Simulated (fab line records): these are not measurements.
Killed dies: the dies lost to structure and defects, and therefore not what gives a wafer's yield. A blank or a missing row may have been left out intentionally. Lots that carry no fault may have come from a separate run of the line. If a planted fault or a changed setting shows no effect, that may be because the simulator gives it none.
Which tool did it? / flow sky130 / 36 wafers from 12 lots sampled at 5 of the route's 708 steps

== WHAT THE GAUGES SHOWED, per wafer ==
SKY_LDD_HVN_TW_MEAS_10.
lot=L795; measured=day 20 00:08; on=film-metro-04; LDD_HVN_TW=1439 1445 1452
lot=L796; measured=day 20 05:55; on=film-metro-02; LDD_HVN_TW=1420 1418 1421
lot=L798; measured=day 21 11:44; on=film-metro-02; LDD_HVN_TW=1425 1420 1417
lot=L799; measured=day 21 18:47; on=film-metro-04; LDD_HVN_TW=1452 1452 1453
lot=L801; measured=day 22 15:00; on=film-metro-04; LDD_HVN_TW=1444 1448 1441
lot=L807; measured=day 24 19:41; on=film-metro-02; LDD_HVN_TW=1420 1416 1420
lot=L810; measured=day 25 23:04; on=film-metro-04; LDD_HVN_TW=1457 1458 1449
lot=L811; measured=day 26 02:48; on=film-metro-03; LDD_HVN_TW=1445 1435 1443
lot=L813; measured=day 27 04:50; on=film-metro-03; LDD_HVN_TW=1440 1455 1449
lot=L814; measured=day 27 07:56; on=film-metro-04; LDD_HVN_TW=1438 1449 1441
lot=L817; measured=day 28 11:01; on=film-metro-02; LDD_HVN_TW=1416 1410 1411
lot=L818; measured=day 28 16:11; on=film-metro-02; LDD_HVN_TW=1406 1417 1409

SKY_VIA2_CD_MEAS_12: target cd 200 nm.
lot=L795; measured=day 36 00:15; on=cd-sem-02; cd-nm (nm)=198.6 198.8 198.5
lot=L796; measured=day 36 04:11; on=cd-sem-01; cd-nm (nm)=201.8 201.3 202.0
lot=L798; measured=day 37 04:17; on=cd-sem-01; cd-nm (nm)=197.1 198.3 195.4
lot=L799; measured=day 37 10:32; on=cd-sem-02; cd-nm (nm)=202.3 202.3 201.8
lot=L801; measured=day 38 03:50; on=cd-sem-02; cd-nm (nm)=202.2 201.9 201.1
lot=L807; measured=day 39 23:31; on=cd-sem-01; cd-nm (nm)=200.7 180.1 199.9
lot=L810; measured=day 40 23:25; on=cd-sem-01; cd-nm (nm)=200.7 201.0 201.0
lot=L811; measured=day 41 01:29; on=cd-sem-01; cd-nm (nm)=200.1 202.4 201.3
lot=L813; measured=day 41 23:55; on=cd-sem-01; cd-nm (nm)=200.9 201.1 200.1
lot=L814; measured=day 42 01:55; on=cd-sem-02; cd-nm (nm)=199.1 200.3 199.6
lot=L817; measured=day 42 23:46; on=cd-sem-01; cd-nm (nm)=197.9 196.9 198.7
lot=L818; measured=day 43 03:28; on=cd-sem-01; cd-nm (nm)=198.4 199.9 199.2

== WHAT TOOL EACH LOT RAN ON (gives the tool, then ch and the chambers of the sampled wafers, and finally the start) ==
lot=L795; SKY_POLY_GATE_ETCH_15=rie-diel-03 ch 0,1,2, day 16 03:51; SKY_CONTACT_CVD_00=pecvd-02 ch 0,2, day 30 03:12; SKY_VIA2_DEVELOP_11=litho-track-04 ch 0, day 36 00:00
lot=L796; SKY_POLY_GATE_ETCH_15=rie-diel-03 ch 0,2, day 16 08:12; SKY_CONTACT_CVD_00=pecvd-01 ch 0,2, day 30 07:52; SKY_VIA2_DEVELOP_11=litho-track-02 ch 0, day 36 04:00
lot=L798; SKY_POLY_GATE_ETCH_15=rie-diel-02 ch 0,2,3, day 17 11:43; SKY_CONTACT_CVD_00=pecvd-03 ch 0,2, day 31 12:04; SKY_VIA2_DEVELOP_11=litho-track-02 ch 0, day 37 04:00
lot=L799; SKY_POLY_GATE_ETCH_15=rie-diel-03 ch 0,1,3, day 17 18:16; SKY_CONTACT_CVD_00=pecvd-01 ch 0,1, day 31 16:28; SKY_VIA2_DEVELOP_11=litho-track-01 ch 0, day 37 10:00
lot=L801; SKY_POLY_GATE_ETCH_15=rie-diel-04 ch 0,1,2, day 18 10:00; SKY_CONTACT_CVD_00=pecvd-01 ch 0,1,2, day 32 09:02; SKY_VIA2_DEVELOP_11=litho-track-04 ch 0, day 38 03:00
lot=L807; SKY_POLY_GATE_ETCH_15=rie-diel-02 ch 1,2,3, day 20 17:22; SKY_CONTACT_CVD_00=pecvd-01 ch 0,1,2, day 34 08:51; SKY_VIA2_DEVELOP_11=litho-track-02 ch 0, day 39 23:00
lot=L810; SKY_POLY_GATE_ETCH_15=rie-diel-02 ch 0,1, day 22 00:42; SKY_CONTACT_CVD_00=pecvd-02 ch 0,1, day 35 09:58; SKY_VIA2_DEVELOP_11=litho-track-01 ch 0, day 40 23:00
lot=L811; SKY_POLY_GATE_ETCH_15=rie-diel-03 ch 2,3, day 22 05:03; SKY_CONTACT_CVD_00=pecvd-01 ch 0,2, day 35 11:38; SKY_VIA2_DEVELOP_11=litho-track-01 ch 0, day 41 01:00
lot=L813; SKY_POLY_GATE_ETCH_15=rie-diel-03 ch 1,2,3, day 23 08:39; SKY_CONTACT_CVD_00=pecvd-02 ch 0,1, day 36 13:15; SKY_VIA2_DEVELOP_11=litho-track-04 ch 0, day 41 23:00
lot=L814; SKY_POLY_GATE_ETCH_15=rie-diel-03 ch 0,2,3, day 23 13:06; SKY_CONTACT_CVD_00=pecvd-03 ch 1,2, day 36 15:27; SKY_VIA2_DEVELOP_11=litho-track-01 ch 0, day 42 01:00
lot=L817; SKY_POLY_GATE_ETCH_15=rie-diel-03 ch 0,1,2, day 24 17:22; SKY_CONTACT_CVD_00=pecvd-01 ch 0,1,2, day 37 14:43; SKY_VIA2_DEVELOP_11=litho-track-01 ch 0, day 42 23:00
lot=L818; SKY_POLY_GATE_ETCH_15=rie-diel-03 ch 0,2,3, day 24 22:48; SKY_CONTACT_CVD_00=pecvd-02 ch 0,1,2, day 37 19:07; SKY_VIA2_DEVELOP_11=litho-track-01 ch 0, day 43 03:00
- SKY_POLY_GATE_ETCH_15: etches BARC in N2/H2, stops on SiO2, time 118.5 s, target depth 110 nm.
- SKY_CONTACT_CVD_00: deposits Si3N4, target thk 75 nm.
- SKY_VIA2_DEVELOP_11: develop time 60 s.

== WHAT THE TOOLS THEMSELVES READ (means of the sampled wafers that have a number; where no wafer has one, the mark that the record gives instead) ==
SKY_POLY_GATE_ETCH_15.
lot=L795; tool=rie-diel-03; drypump-motor-current-A (A)=6.2; oes-product-au (a.u.)=0.720; throttle-valve-pct (%)=13.205
lot=L796; tool=rie-diel-03; drypump-motor-current-A (A)=5.9; oes-product-au (a.u.)=0.719; throttle-valve-pct (%)=13.208
lot=L798; tool=rie-diel-02; drypump-motor-current-A (A)=5.6; oes-product-au (a.u.)=0.718; throttle-valve-pct (%)=13.210
lot=L799; tool=rie-diel-03; drypump-motor-current-A (A)=6.2; oes-product-au (a.u.)=0.716; throttle-valve-pct (%)=13.215
lot=L801; tool=rie-diel-04; drypump-motor-current-A (A)=5.6; oes-product-au (a.u.)=0.720; throttle-valve-pct (%)=13.206
lot=L807; tool=rie-diel-02; drypump-motor-current-A (A)=5.8; oes-product-au (a.u.)=0.715; throttle-valve-pct (%)=13.216
lot=L810; tool=rie-diel-02; drypump-motor-current-A (A)=6.0; oes-product-au (a.u.)=0.714; throttle-valve-pct (%)=13.217
lot=L811; tool=rie-diel-03; drypump-motor-current-A (A)=5.6; oes-product-au (a.u.)=0.717; throttle-valve-pct (%)=13.209
lot=L813; tool=rie-diel-03; drypump-motor-current-A (A)=5.9; oes-product-au (a.u.)=0.719; throttle-valve-pct (%)=13.214
lot=L814; tool=rie-diel-03; drypump-motor-current-A (A)=5.9; oes-product-au (a.u.)=0.713; throttle-valve-pct (%)=13.215
lot=L817; tool=rie-diel-03; drypump-motor-current-A (A)=6.2; oes-product-au (a.u.)=0.715; throttle-valve-pct (%)=13.211
lot=L818; tool=rie-diel-03; drypump-motor-current-A (A)=5.9; oes-product-au (a.u.)=0.716; throttle-valve-pct (%)=13.219

SKY_CONTACT_CVD_00.
lot=L795; tool=pecvd-02; heater-power-w (W)=727
lot=L796; tool=pecvd-01; heater-power-w (W)=701
lot=L798; tool=pecvd-03; heater-power-w (W)=782
lot=L799; tool=pecvd-01; heater-power-w (W)=722
lot=L801; tool=pecvd-01; heater-power-w (W)=772
lot=L807; tool=pecvd-01; heater-power-w (W)=749
lot=L810; tool=pecvd-02; heater-power-w (W)=696
lot=L811; tool=pecvd-01; heater-power-w (W)=763
lot=L813; tool=pecvd-02; heater-power-w (W)=723
lot=L814; tool=pecvd-03; heater-power-w (W)=711
lot=L817; tool=pecvd-01; heater-power-w (W)=722
lot=L818; tool=pecvd-02; heater-power-w (W)=705

SKY_VIA2_DEVELOP_11.
lot=L795; tool=litho-track-04; exhaust-pa (Pa)=44.8
lot=L796; tool=litho-track-02; exhaust-pa (Pa)=44.3
lot=L798; tool=litho-track-02; exhaust-pa (Pa)=44.3
lot=L799; tool=litho-track-01; exhaust-pa (Pa)=44.4
lot=L801; tool=litho-track-04; exhaust-pa (Pa)=45.3
lot=L807; tool=litho-track-02; exhaust-pa (Pa)=45.3
lot=L810; tool=litho-track-01; exhaust-pa (Pa)=45.9
lot=L811; tool=litho-track-01; exhaust-pa (Pa)=46.3
lot=L813; tool=litho-track-04; exhaust-pa (Pa)=44.4
lot=L814; tool=litho-track-01; exhaust-pa (Pa)=44.4
lot=L817; tool=litho-track-01; exhaust-pa (Pa)=44.6
lot=L818; tool=litho-track-01; exhaust-pa (Pa)=45.7

== THE ANSWER, worked out from the rows above alone ==
Rule: the usual values come from the lots themselves. Put in order of their means at a reading, lots are off if they are a third of the lots or fewer, leave a main group of 4 or more, and stand apart from it by a gap of 3 or more times the standard deviation of the main group's means; of several such gaps the widest counts. Not used: any main group whose means are identical at the precision the tables above print for the reading. Also off: a lot with no number at a reading for which 4 or more lots have one. Any other lot the step has rows for is counted as sound. After the gauges, taken in route order, come the tools' own readings; for these a lot's mean is taken, as printed above. At the first step where some lot is off, the reading lying furthest off is the one used; lots without a number count as furthest.
No lot is off on any of the readings shown, so nothing can be concluded from this.

== WHAT THE SIMULATOR HAD INSERTED ==
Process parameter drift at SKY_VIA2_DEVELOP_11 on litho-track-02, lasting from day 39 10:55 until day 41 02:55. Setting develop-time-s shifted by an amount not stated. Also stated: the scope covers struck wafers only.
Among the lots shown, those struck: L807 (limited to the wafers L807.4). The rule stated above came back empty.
